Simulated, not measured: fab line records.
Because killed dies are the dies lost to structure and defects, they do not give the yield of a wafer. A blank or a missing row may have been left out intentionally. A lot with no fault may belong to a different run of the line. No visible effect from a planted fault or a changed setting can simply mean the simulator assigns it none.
fab line records	flow sky130
[record] lots = 6	wafers = 18	lastDay = 48
route steps=708 shown METAL4@602 CAP2M@603 PAD_OPEN@708
lots that met no fault: taken from a fault-free run of the same line
startH: start of the lot's first displayed wafer, in hours after the record's first day	waitH: hours from the lot's prior step to this one	" unchanged from the row above	L1.1+2: several wafers, shown together as one row	- no value present, or no start provided	* or withheld: withheld	< > ~ a bound
route shown NAME@n: a module of which the file shows steps, and the number in the route of the first	usual: mean and standard deviation over wafers with no fault	same: alike in all rows	chamber/n: place in a boat	sites: the reading at each site	_std_site: the standard deviation of these	_edge_site: the outer-site mean with the inner-site mean subtracted	radiusMm: for every site, how far away it sits from the centre of the wafer	mask NAME#n: copy n	behind: tool/chamber where the wafer was last shaped	hold: reason for holding the lot/hours on hold/outcome of the hold	device: whichever transistor did not switch (one of n, p or np)	end of line: the same wafers' tests at the end of the route	a step given without rows: its recipe and nothing more	killed: not the wafer's yield, but the dies lost to structure and defects at the first sort	map: the dies of a wafer, with x for killed, . for not killed, _ for no die there
set.NAME: the run value of the setting; set.NAME@STEP: its run value at that earlier step	model.NAME: the simulator's own value behind a step, which no gauge read
lots at some steps of the route; a table a step, a row a wafer
services: when a tool's chamber went out of use (startH, in hours from the record's first day, below 0 if earlier), for how many hours, and the reason
[[steps]]
[step SKY_METAL4_SPUTTER_04]
[recipe] material = TiN	targetThkNm = 70	powerW = 6500	timeS = 58.3	chamberPressurePa = 0.4
[usual] throttleValvePct = 30.4/0.71
lot.wafer	tool	chamber	startH	waitH	throttleValvePct
L110.2	pvdSputter-01	-	997.60	0.0	30.5
L110.3	"	-	"	"	29.1
L110.5	"	-	"	"	30.2
L112.1	pvdSputter-01	-	1002.02	0.0	30.3
L112.4	"	-	"	"	31.0
L112.6	"	-	"	"	30.3
L113.1	pvdSputter-01	-	1007.01	0.0	29.3
L113.2	"	-	"	"	30.8
L113.5	"	-	"	"	30.9
L114.4	pvdSputter-04	-	1011.07	0.0	30.5
L114.5	"	-	"	"	30.4
L114.6	"	-	"	"	30.0
L115.2	pvdSputter-01	-	1013.72	0.0	30.8
L115.3	"	-	"	"	30.3
L115.6	"	-	"	"	29.4
L116.1	pvdSputter-01	-	1031.01	0.0	30.1
L116.5	"	-	"	"	30.2
L116.6	"	-	"	"	30.7
[step SKY_CAP2M_CVD_00]
[recipe] material = SiO2	targetThkNm = 15.5	tempC = 400	timeS = withheld	rfW = 450
[usual] heaterPowerOuterW = 470/74	heaterPowerW = 788/100	rfFwdPowerW = 441.2/2.3
lot.wafer	tool	chamber	startH	waitH	heaterPowerOuterW	heaterPowerW	rfFwdPowerW
L110.2	pecvd-01	1	997.65	0.0	408	661	439.9
L110.3	"	0	"	"	428	716	440.2
L110.5	"	0	"	"	417	728	442.0
L112.1	pecvd-01	1	1002.07	0.0	410	674	441.6
L112.4	"	1	"	"	423	674	440.3
L112.6	"	0	"	"	450	740	440.7
L113.1	pecvd-02	2	1007.06	0.0	445	727	441.7
L113.2	"	0	"	"	454	763	446.5
L113.5	"	0	"	"	441	802	447.3
L114.4	pecvd-01	2	1011.13	0.0	586	919	442.0
L114.5	"	0	"	"	384	670	442.7
L114.6	"	1	"	"	329	559	443.4
L115.2	pecvd-02	1	1013.77	0.0	439	772	439.8
L115.3	"	2	"	"	416	702	440.4
L115.6	"	1	"	"	409	751	439.1
L116.1	pecvd-01	2	1031.06	0.0	601	930	440.4
L116.5	"	2	"	"	599	931	442.8
L116.6	"	1	"	"	376	623	440.2
[step SKY_CAP2M_THK_MEAS_01]
[recipe] reads = SiO2_of_CAP2M_CVD_00
[usual] CAP2M_CVD_00_THK = 15.66/0.25
lot.wafer	tool	chamber	startH	waitH	CAP2M_CVD_00_THK[nm]
L110.2	filmMetro-01	-	997.68	-	15.54
L110.3	"	-	"	"	15.52
L110.5	"	-	"	"	15.67
L112.1	filmMetro-01	-	1002.09	-	15.49
L112.4	"	-	"	"	15.75
L112.6	"	-	"	"	15.65
L113.1	filmMetro-02	-	1007.08	-	15.69
L113.2	"	-	"	"	15.20
L113.5	"	-	"	"	15.55
L114.4	filmMetro-04	-	1011.17	-	15.88
L114.5	"	-	"	"	15.82
L114.6	"	-	"	"	16.03
L115.2	filmMetro-02	-	1013.80	-	15.37
L115.3	"	-	"	"	15.57
L115.6	"	-	"	"	15.48
L116.1	filmMetro-04	-	1031.08	-	15.63
L116.5	"	-	"	"	15.67
L116.6	"	-	"	"	15.55
[step SKY_CAP2M_SPUTTER_02]
[recipe] material = TiN	targetThkNm = 200	tempC = 300	powerW = 6500	timeS = 166.7	chamberPressurePa = 0.4
[usual] throttleValvePct = 30.1/0.73
lot.wafer	tool	chamber	startH	waitH	throttleValvePct
L110.2	pvdSputter-04	-	997.73	0.0	30.4
L110.3	"	-	"	"	30.8
L110.5	"	-	"	"	30.3
L112.1	pvdSputter-04	-	1002.15	0.1	30.5
L112.4	"	-	"	"	30.0
L112.6	"	-	"	"	30.9
L113.1	pvdSputter-03	-	1007.14	0.1	30.5
L113.2	"	-	"	"	30.4
L113.5	"	-	"	"	28.4
L114.4	pvdSputter-01	-	1011.20	0.0	30.8
L114.5	"	-	"	"	30.9
L114.6	"	-	"	"	30.5
L115.2	pvdSputter-04	-	1013.85	0.0	29.7
L115.3	"	-	"	"	30.2
L115.6	"	-	"	"	29.7
L116.1	pvdSputter-03	-	1031.14	0.1	30.9
L116.5	"	-	"	"	30.2
L116.6	"	-	"	"	30.5
[step SKY_CAP2M_RS_MEAS_03]
[recipe] thkMeasGauge = four-point-probe	reads = TiN_of_CAP2M_SPUTTER_02
[usual] CAP2M_TIN_RS = 6.93/0.093
lot.wafer	tool	chamber	startH	waitH	CAP2M_TIN_RS[ohm/sq]
L110.2	filmMetro-02	-	997.86	0.1	6.94
L110.3	"	-	"	"	6.99
L110.5	"	-	"	"	6.98
L112.1	filmMetro-04	-	1002.26	0.1	6.84
L112.4	"	-	"	"	6.84
L112.6	"	-	"	"	6.88
L113.1	filmMetro-04	-	1007.25	0.1	6.93
L113.2	"	-	"	"	6.80
L113.5	"	-	"	"	7.01
L114.4	filmMetro-02	-	1011.37	0.1	6.93
L114.5	"	-	"	"	6.90
L114.6	"	-	"	"	6.94
L115.2	filmMetro-04	-	1013.98	0.1	6.88
L115.3	"	-	"	"	7.08
L115.6	"	-	"	"	6.91
L116.1	filmMetro-04	-	1031.25	0.1	6.89
L116.5	"	-	"	"	6.88
L116.6	"	-	"	"	6.89
[step SKY_CAP2M_THK_MEAS_04]
[recipe] thkMeasGauge = xrf	reads = TiN_of_CAP2M_SPUTTER_02
[usual] CAP2M_TIN_THK = 199.7/2.6
lot.wafer	tool	chamber	startH	waitH	CAP2M_TIN_THK[nm]
L110.2	filmMetro-02	-	997.97	0.1	200.1
L110.3	"	-	"	"	199.1
L110.5	"	-	"	"	198.8
L112.1	filmMetro-04	-	1002.38	0.1	202.6
L112.4	"	-	"	"	202.7
L112.6	"	-	"	"	201.3
L113.1	filmMetro-04	-	1007.37	0.1	200.1
L113.2	"	-	"	"	204.2
L113.5	"	-	"	"	197.6
L114.4	filmMetro-02	-	1011.46	0.1	199.5
L114.5	"	-	"	"	200.6
L114.6	"	-	"	"	200.0
L115.2	filmMetro-04	-	1014.09	0.1	201.7
L115.3	"	-	"	"	195.5
L115.6	"	-	"	"	199.8
L116.1	filmMetro-04	-	1031.37	0.1	200.8
L116.5	"	-	"	"	200.6
L116.6	"	-	"	"	199.7
[step SKY_CAP2M_DEHYDRATE_05]
[recipe] tempC = 200	timeS = 60
[step SKY_CAP2M_HMDS_06]
[recipe] primeTimeS = 60	primeTempC = 120
[step SKY_CAP2M_COAT_07]
[recipe] resist = NOVOLAK	spinRpm = 3000	resistThkNm = 1140
[step SKY_CAP2M_SOFTBAKE_08]
[recipe] tempC = 90	timeS = 60	resist = NOVOLAK
[step SKY_CAP2M_EXPOSE_09]
[recipe] maskId = CAP2M	na = 0.6	sourceShape = conventional	sigmaOuter = 0.6	polarization = unpolarized	targetCdNm = 1000	doseMj = 159
[step SKY_CAP2M_PEB_10]
[recipe] tempC = withheld	timeS = *	resist = NOVOLAK
[step SKY_CAP2M_DEVELOP_11]
[recipe] resist = NOVOLAK	developer = TMAH	developTimeS = 60	devTempC = 23
lot.wafer	tool	chamber	startH	waitH
L110.2+3+5	lithoTrack-01	0	1021.01	0.1
L112.1+4+6	lithoTrack-01	0	1024.68	0.1
L113.1+2+5	lithoTrack-01	0	1030.33	0.1
L114.4+5+6	lithoTrack-01	0	1033.86	0.1
L115.2+3+6	lithoTrack-03	0	1036.61	0.1
L116.1+5+6	lithoTrack-02	0	1054.07	0.1
[step SKY_CAP2M_OVL_MEAS_12]
[usual] CAP2M_OVL = -0.2/1.3
lot.wafer	tool	chamber	startH	waitH	CAP2M_OVL[nm]
L110.2	overlay-02	-	1021.14	0.1	-2.6
L110.3	"	-	"	"	-1.3
L110.5	"	-	"	"	-2.3
L112.1	overlay-01	-	1024.83	0.1	-1.0
L112.4	"	-	"	"	0.3
L112.6	"	-	"	"	0.1
L113.1	overlay-01	-	1030.48	0.1	-1.3
L113.2	"	-	"	"	0.2
L113.5	"	-	"	"	0.5
L114.4	overlay-01	-	1033.95	0.1	-0.4
L114.5	"	-	"	"	0.8
L114.6	"	-	"	"	-1.0
L115.2	overlay-01	-	1036.74	0.1	-1.5
L115.3	"	-	"	"	1.3
L115.6	"	-	"	"	1.2
L116.1	overlay-01	-	1054.22	0.1	1.7
L116.5	"	-	"	"	-0.2
L116.6	"	-	"	"	0.4
[step SKY_CAP2M_METAL_ETCH_13]
[recipe] targetDepthNm = 220	stopOn = SiO2	chemistry = Cl2/BCl3	target = TiN	pressureMtorr = 10	icpW = 900	biasW = 48.5	Cl2_flow_sccm = 60	bcl3FlowSccm = 30	timeS = 62.9
[usual] bcl3FlowSccm = 29.99/0.092	drypumpMotorCurrentA = 5.5/0.47	oesProductAu = 0.941/0.0084	rfFwdPowerW = 892/3	throttleValvePct = 21.902/0.01
lot.wafer	tool	chamber	startH	waitH	bcl3FlowSccm	drypumpMotorCurrentA	oesProductAu	rfFwdPowerW	rfHoursCounterH	throttleValvePct	model.CAP2M.cdNm
L110.2	rieMetal-04	1	1021.17	0.0	30.05	5.8	0.941	896	5	21.907	999.5
L110.3	"	0	"	"	30.01	4.8	0.937	890	-	21.913	998.3
L110.5	"	0	"	"	30.02	4.8	0.938	893	-	21.897	999.3
L112.1	rieMetal-03	0	1024.87	0.0	30.22	5.3	0.942	894	6	21.896	998.5
L112.4	"	1	"	"	30.00	6.0	0.953	890	-	21.906	1003
L112.6	"	0	"	"	30.11	5.3	0.933	893	-	21.908	998.7
L113.1	rieMetal-03	1	1030.52	0.0	29.98	6.0	0.934	891	11	21.897	1010
L113.2	"	0	"	"	29.96	5.2	0.956	895	6	21.903	1009
L113.5	"	0	"	"	29.88	5.2	0.931	894	-	21.910	1007
L114.4	rieMetal-04	1	1033.99	0.0	29.85	5.8	0.933	895	-	21.888	1013
L114.5	"	1	"	"	30.10	5.8	0.946	899	-	21.903	1015
L114.6	"	0	"	"	30.03	4.8	0.938	892	-	21.908	1012
L115.2	rieMetal-04	1	1036.77	0.0	29.94	5.8	0.944	895	6	21.883	1001
L115.3	"	1	"	"	30.06	5.8	0.928	897	-	21.923	1003
L115.6	"	1	"	"	30.05	5.8	0.936	894	-	21.905	1001
L116.1	rieMetal-01	0	1054.25	0.0	29.93	5.1	0.938	890	12	21.903	995.5
L116.5	"	0	"	"	29.89	5.1	0.937	895	-	21.908	997.3
L116.6	"	1	"	"	30.01	5.9	0.951	891	-	21.898	997.2
[step SKY_CAP2M_STRIP_14]
[recipe] chemistry = O2/N2	powerW = 1400	pressureMtorr = 1500	platenTempC = withheld	o2FlowSccm = 3000	n2FlowSccm = 300	overashFraction = 0.5
[usual] drypumpMotorCurrentA = 5.6/0.56	oesProductAu = 0.711/0.0046	stripTimeToEndpointS = 12.66/0.062
lot.wafer	tool	chamber	startH	waitH	drypumpMotorCurrentA	oesProductAu	rfHoursCounterH	stripTimeToEndpointS
L110.2	plasmaAsher-02	1	1021.24	0.1	5.4	0.712	58	12.75
L110.3	"	0	"	"	4.9	0.717	-	12.69
L110.5	"	0	"	"	4.9	0.708	-	12.68
L112.1	plasmaAsher-03	0	1024.94	0.1	4.9	0.705	89	12.60
L112.4	"	1	"	"	6.3	0.716	-	12.66
L112.6	"	1	"	"	6.3	0.712	-	12.56
L113.1	plasmaAsher-01	0	1030.59	0.1	6.4	0.709	28	12.63
L113.2	"	1	"	"	5.6	0.710	28	12.65
L113.5	"	1	"	"	5.6	0.715	-	12.57
L114.4	plasmaAsher-01	0	1034.08	0.1	6.4	0.721	-	12.69
L114.5	"	1	"	"	5.6	0.712	-	12.71
L114.6	"	0	"	"	6.4	0.711	-	12.59
L115.2	plasmaAsher-02	0	1036.85	0.1	4.9	0.709	60	12.67
L115.3	"	0	"	"	4.9	0.713	-	12.62
L115.6	"	1	"	"	5.4	0.713	-	12.66
L116.1	plasmaAsher-03	0	1054.33	0.1	4.9	0.709	92	12.58
L116.5	"	1	"	"	6.3	0.709	-	12.55
L116.6	"	0	"	"	4.9	0.720	-	12.67
[step SKY_PAD_OPEN_PROBE_99]
[usual] defectLimitedYield = 82.3/1.8	killed_at_M0_to_M3 = 43/7	killed_at_M4_up = 3.1/1.9	killedAtContacts = 25/6.1	killedAtFrontEnd = 15/4.5	killedAtOther = 0.3/0.55	killedDies = 87/8.9	killedOpen = 47/6.4	killedShort = 40/6.6	sort_bin_3_pad_short = 0.9/0.42	sort_bin_5_function = 10.4/1.4	sort_bin_6_memory = 6.5/1.1	sortNPass = 405/8.9	sortYieldPct = 82.3/1.8
[same] grossDies = 492	killedAtBackSide = 0	sort_bin_4_leakage[%] = 0	sort_bin_8_speed[%] = 0
lot.wafer	tool	chamber	startH	waitH	defectLimitedYield[%]	killed_at_M0_to_M3	killed_at_M4_up	killedAtContacts	killedAtFrontEnd	killedAtOther	killedDies	killedOpen	killedShort	sort_bin_3_pad_short[%]	sort_bin_5_function[%]	sort_bin_6_memory[%]	sortNPass	sortYieldPct[%]
L110.2	prober-01	-	1133.63	0.1	84.3	42	5	17	13	0	77	49	28	0.8	8.5	6.3	415	84.3
L110.3	prober-01	-	1133.68	0.2	82.9	48	3	17	16	0	84	40	44	1.4	8.7	6.9	408	82.9
L110.5	prober-01	-	1133.78	0.2	82.9	43	6	24	11	0	84	41	43	0.8	8.3	7.9	408	82.9
// killed by level:class
L110.2 VIA1:geometricParticle:open=9 VIA3:geometricParticle:open=9 CONTACT:geometricParticle:open=7 POLY_GATE:geometricParticle:open=6 VIA2:geometricParticle:open=6 METAL1:geometricParticle:short=4 VIA1:geometricParticle:short=4 LI_CONTACT:geometricParticle:open=3
L110.3 VIA1:geometricParticle:open=12 VIA2:geometricParticle:open=7 CONTACT:geometricParticle:short=7 METAL1:geometricParticle:short=6 VIA3:geometricParticle:open=6 METAL2:geometricParticle:short=5 FIELD_ISO:geometricParticle:open=4 FIELD_ISO:geometricParticle:short=4
L110.5 CONTACT:geometricParticle:open=10 VIA1:geometricParticle:short=10 LI_CONTACT:geometricParticle:open=7 VIA1:geometricParticle:open=7 VIA2:geometricParticle:open=7 CONTACT:geometricParticle:short=6 VIA2:geometricParticle:short=5 METAL4:geometricParticle:short=5
[[services]]
tool	chamber	startH	hours	kind
plasmaAsher-01	-	975.79	6.1	repair
pecvd-02	-	983.34	2.8	pm
pecvd-02	1	987.78	18.1	repair
rieMetal-03	0	1014.92	2.2	repair
pecvd-01	1	1014.94	2.1	scheduledDown
plasmaAsher-01	-	1020.89	3.7	repair
pecvd-01	0	1021.75	5.5	scheduledDown
pvdSputter-01	3	1027.14	-	consumableReplace:kit
pvdSputter-01	3	1027.14	18.0	scheduledDown
pvdSputter-01	3	1027.14	18.0	ventCycle
pecvd-02	1	1030.65	4.0	repair
pecvd-01	2	1031.45	-	calibration
rieMetal-04	0	1041.55	-	clean
rieMetal-04	0	1041.55	20.2	scheduledDown
rieMetal-04	0	1041.55	20.2	ventCycle
pvdSputter-03	2	1049.63	-	consumableReplace:kit
pvdSputter-03	2	1049.63	18.0	scheduledDown
pvdSputter-03	2	1049.63	18.0	ventCycle
[[key]]
firstSign none at tools or gauges
[modelEffect] step = SKY_CAP2M_METAL_ETCH_13	value = CAP2M.cdNm	without = 1000	struck = 1011
metAt SKY_CAP2M_DEVELOP_11
struckWafers L113.1,L113.2,L113.5,L114.4,L114.5,L114.6
onsetBetween 1024.68 1030.33
[fault] kind = processParameterDrift	tool = lithoTrack-01	chamber = -	onsetH = 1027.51	steps = SKY_CAP2M_DEVELOP_11	channel = developTimeS	offset = *	shape = step	endH = 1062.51	actsIn = *	stated = *
